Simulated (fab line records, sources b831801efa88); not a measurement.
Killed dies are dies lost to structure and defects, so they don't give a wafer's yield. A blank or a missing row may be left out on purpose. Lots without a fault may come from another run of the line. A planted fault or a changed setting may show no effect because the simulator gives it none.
One fault seen from 2 desks | flow gf180mcu | each desk has only its own numbers; what lay behind them comes last

THE TOOL OWNER'S DESK: litho_track-01
The tool's own readings at GF_PSD_DEVELOP_06 (develop time 60 s): means of the sampled wafers that have a number, for each lot that ran on this tool. A lot is out of limits, marked OUT, if its mean lies more than 4 standard deviations from the usual mean; the brackets give that distance.
Columns: A = developer_temp_C at GF_PSD_DEVELOP_06, usual 23.00 C
lot  | first seen here | A
L639 | day 15 16:31    | 23.01
L641 | day 16 04:00    | 22.94
L642 | day 16 12:25    | 22.96
L643 | day 16 19:10    | 22.89
L650 | day 19 10:43    | 23.04
L652 | day 20 09:07    | 23.07
L655 | day 21 06:02    | 25.31 (+24) OUT
L658 | day 22 06:22    | 25.28 (+24) OUT
This desk's finding: out of limits on L655, L658; first on L655, day 21 06:02 (developer_temp_C at GF_PSD_DEVELOP_06). In limits: L639, L641, L642, L643, L650, L652.

THE METROLOGY DESK
What the gauges read, lot by lot, whatever tool the lot ran on: means of the sampled wafers that have a number. A lot is out of limits, marked OUT, if its mean lies more than 4 standard deviations from the usual mean; the brackets give that distance.
Columns: A = VT_IMPLANT_3_TW at GF_VT_IMPLANT_TW_MEAS_32, usual 267.3; B = cd_nm at GF_HV_LDD_CD_MEAS_19, usual 400.3 nm; C = cd_nm at GF_PSD_CD_MEAS_07, usual 400.6 nm; D = SAB_OVL at GF_SAB_OVL_MEAS_10, usual -0.1 nm
lot  | first seen here | A     | B     | C     | D
L635 | day 6 20:10     | 269.8 | 402.3 | 401.6 | -0.0
L637 | day 7 07:10     | 267.0 | 397.2 | 398.6 | 0.0
L638 | day 7 17:57     | 266.6 | 402.8 | 399.8 | 0.1
L639 | day 7 21:26     | 268.8 | 401.3 | 397.4 | -2.4
L640 | day 8 04:22     | 263.4 | 400.9 | 402.6 | 1.6
L641 | day 8 10:02     | 270.8 | 396.9 | 400.5 | -0.9
L642 | day 8 16:34     | 267.8 | 398.2 | 401.8 | 0.2
L643 | day 8 23:07     | 266.9 | 398.2 | 398.7 | -1.9
L645 | day 9 14:12     | 268.2 | 397.6 | 402.2 | 1.8
L649 | day 10 18:17    | 269.2 | 400.5 | 398.2 | -0.8
L650 | day 10 21:05    | 265.0 | 399.4 | 398.3 | 0.8
L652 | day 11 16:16    | 269.3 | 401.8 | 402.7 | 0.3
L655 | day 12 08:01    | 262.3 | 399.7 | 394.3 | -1.7
L658 | day 13 05:24    | 269.3 | 401.3 | 395.7 | 1.0
This desk's finding: nothing out of limits on any of the 14 lots.

PUT TOGETHER
The tool owner's desk could have raised an alarm at day 21 06:02, on L655, L658.
The metrology desk saw nothing out of limits.
The metrology desk has L655, L658 on record, within its limits.
Of the lots named, all ran GF_PSD_DEVELOP_06 on litho_track-01.

WHAT THE SIMULATOR HAD PUT IN
Process parameter drift: litho_track-01, from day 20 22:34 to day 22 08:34, at GF_PSD_DEVELOP_06. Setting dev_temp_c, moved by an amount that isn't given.
Lots struck among those shown: L655, L658.
Hours from the fault's start to each desk's first reading out of limits: the tool owner's desk, 7.
